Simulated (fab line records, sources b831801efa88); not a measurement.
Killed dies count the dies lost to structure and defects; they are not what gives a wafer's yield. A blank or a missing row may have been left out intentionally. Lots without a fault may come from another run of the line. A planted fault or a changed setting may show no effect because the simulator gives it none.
Which tool did it? :: flow gf180mcu :: Sampling: 24 lots, 72 wafers, 5 of 602 route steps

== WHAT THE GAUGES READ, wafer by wafer ==
GF_V1_RS_MEAS_24: measurement is done with a four-point probe.
lot: L075
measured: day 18 13:35
on: filmMetro-02
V1_W_RS (ohm/sq): 0.331 0.329 0.328

lot: L074
measured: day 18 17:25
on: filmMetro-02
V1_W_RS (ohm/sq): 0.326 0.324 0.330

lot: L076
measured: day 19 01:33
on: filmMetro-02
V1_W_RS (ohm/sq): 0.332 0.335 0.333

lot: L077
measured: day 19 09:43
on: filmMetro-04
V1_W_RS (ohm/sq): 0.329 0.332 0.329

lot: L078
measured: day 19 12:37
on: filmMetro-04
V1_W_RS (ohm/sq): 0.330 0.329 0.330

lot: L079
measured: day 20 00:20
on: filmMetro-04
V1_W_RS (ohm/sq): 0.329 0.327 0.330

lot: L080
measured: day 20 06:07
on: filmMetro-04
V1_W_RS (ohm/sq): 0.328 0.326 0.322

lot: L081
measured: day 20 17:19
on: filmMetro-03
V1_W_RS (ohm/sq): 0.331 0.331 0.331

lot: L082
measured: day 21 01:56
on: filmMetro-04
V1_W_RS (ohm/sq): 0.335 0.330 0.332

lot: L083
measured: day 21 09:54
on: filmMetro-04
V1_W_RS (ohm/sq): 0.328 0.327 0.328

lot: L084
measured: day 21 17:48
on: filmMetro-04
V1_W_RS (ohm/sq): 0.334 0.324 0.335

lot: L085
measured: day 22 03:34
on: filmMetro-04
V1_W_RS (ohm/sq): 0.333 0.329 0.327

lot: L086
measured: day 22 04:18
on: filmMetro-02
V1_W_RS (ohm/sq): 0.324 0.326 0.324

lot: L087
measured: day 23 04:53
on: filmMetro-03
V1_W_RS (ohm/sq): 0.332 0.328 0.331

lot: L088
measured: day 23 10:29
on: filmMetro-04
V1_W_RS (ohm/sq): 0.337 0.334 0.332

lot: L089
measured: day 23 16:37
on: filmMetro-02
V1_W_RS (ohm/sq): 0.327 0.329 0.328

lot: L090
measured: day 24 00:35
on: filmMetro-04
V1_W_RS (ohm/sq): 0.326 0.326 0.330

lot: L091
measured: day 25 00:26
on: filmMetro-02
V1_W_RS (ohm/sq): 0.329 0.333 0.334

lot: L092
measured: day 25 10:09
on: filmMetro-04
V1_W_RS (ohm/sq): 0.332 0.332 0.331

lot: L093
measured: day 25 10:26
on: filmMetro-04
V1_W_RS (ohm/sq): 0.334 0.328 0.329

lot: L095
measured: day 25 21:31
on: filmMetro-03
V1_W_RS (ohm/sq): 0.330 0.331 0.331

lot: L094
measured: day 26 05:06
on: filmMetro-04
V1_W_RS (ohm/sq): 0.330 0.330 0.333

lot: L096
measured: day 26 10:01
on: filmMetro-04
V1_W_RS (ohm/sq): 0.333 0.336 0.331

lot: L097
measured: day 26 16:53
on: filmMetro-04
V1_W_RS (ohm/sq): 0.327 0.331 0.327

GF_M5_OVL_MEAS_08.
lot: L075
measured: day 26 10:52
on: overlay-02
M5_OVL (nm): 0 -2 -7

lot: L074
measured: day 26 17:06
on: overlay-02
M5_OVL (nm): -3 0 6

lot: L076
measured: day 27 01:48
on: overlay-02
M5_OVL (nm): 6 6 -4

lot: L077
measured: day 27 07:31
on: overlay-02
M5_OVL (nm): 0 0 -8

lot: L078
measured: day 27 09:51
on: overlay-02
M5_OVL (nm): 5 -6 -2

lot: L079
measured: day 27 20:12
on: overlay-02
M5_OVL (nm): -3 -2 5

lot: L080
measured: day 28 02:27
on: overlay-01
M5_OVL (nm): -9 -11 -10

lot: L081
measured: day 28 11:06
on: overlay-02
M5_OVL (nm): -12 1 0

lot: L082
measured: day 28 17:43
on: overlay-02
M5_OVL (nm): -5 -3 3

lot: L083
measured: day 29 02:26
on: overlay-01
M5_OVL (nm): -7 -3 -15

lot: L084
measured: day 29 06:38
on: overlay-01
M5_OVL (nm): 6 3 4

lot: L085
measured: day 29 15:10
on: overlay-01
M5_OVL (nm): -2 -3 -2

lot: L086
measured: day 29 15:14
on: overlay-02
M5_OVL (nm): -3 -5 -5

lot: L087
measured: day 30 12:48
on: overlay-01
M5_OVL (nm): -10 4 -2

lot: L088
measured: day 30 16:24
on: overlay-01
M5_OVL (nm): -5 -1 1

lot: L089
measured: day 30 19:52
on: overlay-01
M5_OVL (nm): -1 3 7

lot: L090
measured: day 31 02:07
on: overlay-02
M5_OVL (nm): -2 -2 2

lot: L091
measured: day 31 21:08
on: overlay-01
M5_OVL (nm): -4 -8 -4

lot: L092
measured: day 32 07:55
on: overlay-02
M5_OVL (nm): 0 -6 -10

lot: L093
measured: day 32 07:34
on: overlay-02
M5_OVL (nm): 1 -8 1

lot: L095
measured: day 32 15:25
on: overlay-01
M5_OVL (nm): -2 -4 -9

lot: L094
measured: day 32 20:43
on: overlay-02
M5_OVL (nm): 7 4 6

lot: L096
measured: day 33 00:39
on: overlay-02
M5_OVL (nm): -7 -6 -7

lot: L097
measured: day 33 05:30
on: overlay-02
M5_OVL (nm): -4 -7 -8

== WHAT TOOL EACH LOT RAN ON (gives the tool, then ch and the chambers of the sampled wafers, and finally the start) ==
lot: L075
GF_V1_ETCH_16: rieDiel-02 ch 2,3, day 18 12:37
GF_M4_SPUTTER_00: pvdSputter-03, day 22 16:24
GF_MIM_SPUTTER_07: pvdSputter-01, day 24 16:22

lot: L074
GF_V1_ETCH_16: rieDiel-03 ch 0,3, day 18 16:32
GF_M4_SPUTTER_00: pvdSputter-03, day 22 21:28
GF_MIM_SPUTTER_07: pvdSputter-02, day 24 22:06

lot: L076
GF_V1_ETCH_16: rieDiel-02 ch 0,1,2, day 19 00:38
GF_M4_SPUTTER_00: pvdSputter-03, day 23 06:28
GF_MIM_SPUTTER_07: pvdSputter-01, day 25 06:26

lot: L077
GF_V1_ETCH_16: rieDiel-01 ch 0,1, day 19 08:50
GF_M4_SPUTTER_00: pvdSputter-01, day 23 14:29
GF_MIM_SPUTTER_07: pvdSputter-01, day 25 13:40

lot: L078
GF_V1_ETCH_16: rieDiel-02 ch 0,1,3, day 19 11:44
GF_M4_SPUTTER_00: pvdSputter-04, day 23 16:04
GF_MIM_SPUTTER_07: pvdSputter-02, day 25 14:56

lot: L079
GF_V1_ETCH_16: rieDiel-02 ch 0,1,3, day 19 23:26
GF_M4_SPUTTER_00: pvdSputter-01, day 24 03:34
GF_MIM_SPUTTER_07: pvdSputter-01, day 26 01:34

lot: L080
GF_V1_ETCH_16: rieDiel-03 ch 0,2,3, day 20 05:13
GF_M4_SPUTTER_00: pvdSputter-01, day 24 10:14
GF_MIM_SPUTTER_07: pvdSputter-01, day 26 08:52

lot: L081
GF_V1_ETCH_16: rieDiel-01 ch 2,3, day 20 16:23
GF_M4_SPUTTER_00: pvdSputter-01, day 24 20:25
GF_MIM_SPUTTER_07: pvdSputter-01, day 26 18:19

lot: L082
GF_V1_ETCH_16: rieDiel-02 ch 2,3, day 21 00:59
GF_M4_SPUTTER_00: pvdSputter-01, day 25 04:26
GF_MIM_SPUTTER_07: pvdSputter-02, day 27 01:52

lot: L083
GF_V1_ETCH_16: rieDiel-02 ch 0,1, day 21 09:01
GF_M4_SPUTTER_00: pvdSputter-03, day 25 11:16
GF_MIM_SPUTTER_07: pvdSputter-03, day 27 09:07

lot: L084
GF_V1_ETCH_16: rieDiel-01 ch 2,3, day 21 16:55
GF_M4_SPUTTER_00: pvdSputter-04, day 25 18:11
GF_MIM_SPUTTER_07: pvdSputter-03, day 27 15:19

lot: L085
GF_V1_ETCH_16: rieDiel-02 ch 2,3, day 22 02:37
GF_M4_SPUTTER_00: pvdSputter-01, day 26 03:49
GF_MIM_SPUTTER_07: pvdSputter-02, day 28 00:19

lot: L086
GF_V1_ETCH_16: rieDiel-03 ch 0,1,2, day 22 03:25
GF_M4_SPUTTER_00: pvdSputter-04, day 26 04:10
GF_MIM_SPUTTER_07: pvdSputter-03, day 28 01:01

lot: L087
GF_V1_ETCH_16: rieDiel-02 ch 1,3, day 23 04:01
GF_M4_SPUTTER_00: pvdSputter-01, day 27 03:46
GF_MIM_SPUTTER_07: pvdSputter-03, day 28 23:10

lot: L088
GF_V1_ETCH_16: rieDiel-01 ch 0,1,2, day 23 09:35
GF_M4_SPUTTER_00: pvdSputter-01, day 27 07:05
GF_MIM_SPUTTER_07: pvdSputter-03, day 29 01:49

lot: L089
GF_V1_ETCH_16: rieDiel-03 ch 0,3, day 23 15:40
GF_M4_SPUTTER_00: pvdSputter-03, day 27 13:03
GF_MIM_SPUTTER_07: pvdSputter-02, day 29 07:44

lot: L090
GF_V1_ETCH_16: rieDiel-03 ch 1,3, day 23 23:43
GF_M4_SPUTTER_00: pvdSputter-04, day 27 18:20
GF_MIM_SPUTTER_07: pvdSputter-01, day 29 13:05

lot: L091
GF_V1_ETCH_16: rieDiel-01 ch 1,2, day 24 23:29
GF_M4_SPUTTER_00: pvdSputter-01, day 28 17:32
GF_MIM_SPUTTER_07: pvdSputter-03, day 30 10:37

lot: L092
GF_V1_ETCH_16: rieDiel-03 ch 1,2,3, day 25 09:13
GF_M4_SPUTTER_00: pvdSputter-01, day 29 03:10
GF_MIM_SPUTTER_07: pvdSputter-01, day 30 20:44

lot: L093
GF_V1_ETCH_16: rieDiel-02 ch 0,1,2, day 25 09:34
GF_M4_SPUTTER_00: pvdSputter-03, day 29 03:35
GF_MIM_SPUTTER_07: pvdSputter-01, day 30 19:58

lot: L095
GF_V1_ETCH_16: rieDiel-01 ch 2,3, day 25 20:37
GF_M4_SPUTTER_00: pvdSputter-04, day 29 12:22
GF_MIM_SPUTTER_07: pvdSputter-03, day 31 04:53

lot: L094
GF_V1_ETCH_16: rieDiel-01 ch 0,2,3, day 26 04:13
GF_M4_SPUTTER_00: pvdSputter-03, day 29 19:08
GF_MIM_SPUTTER_07: pvdSputter-02, day 31 11:09

lot: L096
GF_V1_ETCH_16: rieDiel-03 ch 0,2, day 26 09:08
GF_M4_SPUTTER_00: pvdSputter-04, day 30 00:57
GF_MIM_SPUTTER_07: pvdSputter-03, day 31 15:19

lot: L097
GF_V1_ETCH_16: rieDiel-03 ch 0,1,2, day 26 16:01
GF_M4_SPUTTER_00: pvdSputter-04, day 30 05:47
GF_MIM_SPUTTER_07: pvdSputter-02, day 31 20:52
- GF_V1_ETCH_16: etches BARC in N2/H2.
- GF_M4_SPUTTER_00: material Ti, target thk 37.5 nm, time 150 s.
- GF_MIM_SPUTTER_07: material TiN, target thk 60 nm, time 50 s.

== AS READ BY THE TOOLS THEMSELVES (means over the sampled wafers that have a number; for cases with no such wafer, the mark the record gives instead) ==
GF_V1_ETCH_16.
lot: L075
tool: rieDiel-02
drypumpMotorCurrentA (A): 5.5
oesProductAu (a.u.): 0.857
rfFwdPowerW (W): 496.3
throttleValvePct (%): 13.225

lot: L074
tool: rieDiel-03
drypumpMotorCurrentA (A): 4.9
oesProductAu (a.u.): 0.857
rfFwdPowerW (W): 494.3
throttleValvePct (%): 13.230

lot: L076
tool: rieDiel-02
drypumpMotorCurrentA (A): 5.5
oesProductAu (a.u.): 0.851
rfFwdPowerW (W): 497.1
throttleValvePct (%): 13.221

lot: L077
tool: rieDiel-01
drypumpMotorCurrentA (A): 5.9
oesProductAu (a.u.): 0.857
rfFwdPowerW (W): 494.5
throttleValvePct (%): 13.222

lot: L078
tool: rieDiel-02
drypumpMotorCurrentA (A): 5.4
oesProductAu (a.u.): 0.854
rfFwdPowerW (W): 495.0
throttleValvePct (%): 13.225

lot: L079
tool: rieDiel-02
drypumpMotorCurrentA (A): 5.4
oesProductAu (a.u.): 0.855
rfFwdPowerW (W): 494.9
throttleValvePct (%): 13.218

lot: L080
tool: rieDiel-03
drypumpMotorCurrentA (A): 5.1
oesProductAu (a.u.): 0.855
rfFwdPowerW (W): 495.2
throttleValvePct (%): 13.224

lot: L081
tool: rieDiel-01
drypumpMotorCurrentA (A): 5.1
oesProductAu (a.u.): 0.856
rfFwdPowerW (W): 492.3
throttleValvePct (%): 13.219

lot: L082
tool: rieDiel-02
drypumpMotorCurrentA (A): 5.6
oesProductAu (a.u.): 0.860
rfFwdPowerW (W): 495.8
throttleValvePct (%): 13.222

lot: L083
tool: rieDiel-02
drypumpMotorCurrentA (A): 5.6
oesProductAu (a.u.): 0.854
rfFwdPowerW (W): 495.1
throttleValvePct (%): 13.230

lot: L084
tool: rieDiel-01
drypumpMotorCurrentA (A): 5.2
oesProductAu (a.u.): 0.850
rfFwdPowerW (W): 490.6
throttleValvePct (%): 13.229

lot: L085
tool: rieDiel-02
drypumpMotorCurrentA (A): 5.5
oesProductAu (a.u.): 0.855
rfFwdPowerW (W): 495.7
throttleValvePct (%): 13.223

lot: L086
tool: rieDiel-03
drypumpMotorCurrentA (A): 5.6
oesProductAu (a.u.): 0.856
rfFwdPowerW (W): 495.0
throttleValvePct (%): 13.224

lot: L087
tool: rieDiel-02
drypumpMotorCurrentA (A): 5.1
oesProductAu (a.u.): 0.854
rfFwdPowerW (W): 494.2
throttleValvePct (%): 13.221

lot: L088
tool: rieDiel-01
drypumpMotorCurrentA (A): 5.9
oesProductAu (a.u.): 0.855
rfFwdPowerW (W): 492.7
throttleValvePct (%): 13.237

lot: L089
tool: rieDiel-03
drypumpMotorCurrentA (A): 4.9
oesProductAu (a.u.): 0.854
rfFwdPowerW (W): 493.9
throttleValvePct (%): 13.223

lot: L090
tool: rieDiel-03
drypumpMotorCurrentA (A): 5.7
oesProductAu (a.u.): 0.855
rfFwdPowerW (W): 494.4
throttleValvePct (%): 13.220

lot: L091
tool: rieDiel-01
drypumpMotorCurrentA (A): 6.2
oesProductAu (a.u.): 0.855
rfFwdPowerW (W): 491.5
throttleValvePct (%): 13.236

lot: L092
tool: rieDiel-03
drypumpMotorCurrentA (A): 5.8
oesProductAu (a.u.): 0.858
rfFwdPowerW (W): 493.9
throttleValvePct (%): 13.223

lot: L093
tool: rieDiel-02
drypumpMotorCurrentA (A): 5.5
oesProductAu (a.u.): 0.852
rfFwdPowerW (W): 496.8
throttleValvePct (%): 13.226

lot: L095
tool: rieDiel-01
drypumpMotorCurrentA (A): 5.1
oesProductAu (a.u.): 0.853
rfFwdPowerW (W): 491.3
throttleValvePct (%): 13.225

lot: L094
tool: rieDiel-01
drypumpMotorCurrentA (A): 5.4
oesProductAu (a.u.): 0.855
rfFwdPowerW (W): 490.5
throttleValvePct (%): 13.226

lot: L096
tool: rieDiel-03
drypumpMotorCurrentA (A): 5.2
oesProductAu (a.u.): 0.852
rfFwdPowerW (W): 494.1
throttleValvePct (%): 13.221

lot: L097
tool: rieDiel-03
drypumpMotorCurrentA (A): 5.6
oesProductAu (a.u.): 0.854
rfFwdPowerW (W): 494.9
throttleValvePct (%): 13.221

GF_M4_SPUTTER_00.
lot: L075
tool: pvdSputter-03
throttleValvePct (%): 29.3

lot: L074
tool: pvdSputter-03
throttleValvePct (%): 30.1

lot: L076
tool: pvdSputter-03
throttleValvePct (%): 29.3

lot: L077
tool: pvdSputter-01
throttleValvePct (%): 30.6

lot: L078
tool: pvdSputter-04
throttleValvePct (%): 29.4

lot: L079
tool: pvdSputter-01
throttleValvePct (%): 32.7

lot: L080
tool: pvdSputter-01
throttleValvePct (%): 32.1

lot: L081
tool: pvdSputter-01
throttleValvePct (%): 31.8

lot: L082
tool: pvdSputter-01
throttleValvePct (%): 31.3

lot: L083
tool: pvdSputter-03
throttleValvePct (%): 29.5

lot: L084
tool: pvdSputter-04
throttleValvePct (%): 29.8

lot: L085
tool: pvdSputter-01
throttleValvePct (%): 31.6

lot: L086
tool: pvdSputter-04
throttleValvePct (%): 29.8

lot: L087
tool: pvdSputter-01
throttleValvePct (%): 31.2

lot: L088
tool: pvdSputter-01
throttleValvePct (%): 31.3

lot: L089
tool: pvdSputter-03
throttleValvePct (%): 28.9

lot: L090
tool: pvdSputter-04
throttleValvePct (%): 28.7

lot: L091
tool: pvdSputter-01
throttleValvePct (%): 30.2

lot: L092
tool: pvdSputter-01
throttleValvePct (%): 30.8

lot: L093
tool: pvdSputter-03
throttleValvePct (%): 30.1

lot: L095
tool: pvdSputter-04
throttleValvePct (%): 28.6

lot: L094
tool: pvdSputter-03
throttleValvePct (%): 28.3

lot: L096
tool: pvdSputter-04
throttleValvePct (%): 29.4

lot: L097
tool: pvdSputter-04
throttleValvePct (%): 29.6

GF_MIM_SPUTTER_07.
lot: L075
tool: pvdSputter-01
throttleValvePct (%): 30.9

lot: L074
tool: pvdSputter-02
throttleValvePct (%): 30.0

lot: L076
tool: pvdSputter-01
throttleValvePct (%): 32.0

lot: L077
tool: pvdSputter-01
throttleValvePct (%): 31.5

lot: L078
tool: pvdSputter-02
throttleValvePct (%): 29.7

lot: L079
tool: pvdSputter-01
throttleValvePct (%): 32.3

lot: L080
tool: pvdSputter-01
throttleValvePct (%): 30.6

lot: L081
tool: pvdSputter-01
throttleValvePct (%): 31.0

lot: L082
tool: pvdSputter-02
throttleValvePct (%): 29.2

lot: L083
tool: pvdSputter-03
throttleValvePct (%): 28.7

lot: L084
tool: pvdSputter-03
throttleValvePct (%): 28.2

lot: L085
tool: pvdSputter-02
throttleValvePct (%): 29.2

lot: L086
tool: pvdSputter-03
throttleValvePct (%): 29.5

lot: L087
tool: pvdSputter-03
throttleValvePct (%): 30.3

lot: L088
tool: pvdSputter-03
throttleValvePct (%): 29.8

lot: L089
tool: pvdSputter-02
throttleValvePct (%): 29.9

lot: L090
tool: pvdSputter-01
throttleValvePct (%): 31.2

lot: L091
tool: pvdSputter-03
throttleValvePct (%): 29.1

lot: L092
tool: pvdSputter-01
throttleValvePct (%): 31.1

lot: L093
tool: pvdSputter-01
throttleValvePct (%): 31.8

lot: L095
tool: pvdSputter-03
throttleValvePct (%): 29.3

lot: L094
tool: pvdSputter-02
throttleValvePct (%): 29.3

lot: L096
tool: pvdSputter-03
throttleValvePct (%): 29.2

lot: L097
tool: pvdSputter-02
throttleValvePct (%): 29.4

== THE ANSWER, worked out from the rows above alone ==
Rule: what is usual is taken from the lots themselves. Put in order of their means at a reading, lots are off if they are a third of the lots or fewer, leave a main group of 4 or more, and stand apart from it by a gap of 3 or more times the standard deviation of the main group's means; of several such gaps the widest counts. If all means in a main group match to the digits the tables above print for the reading, that group is not used. A lot without any number at a reading at which 4 lots or more have one is off too. Where the step has rows for the other lots, those lots are counted as sound. First the gauges in route order, then the tools' own readings, where a lot's mean is used as printed above. At the first step where some lot is off, the reading lying furthest off is the one used; lots without a number count as furthest.
None of the lots is off at any reading shown; this tells nothing.

== WHAT HAD BEEN PUT IN BY THE SIMULATOR ==
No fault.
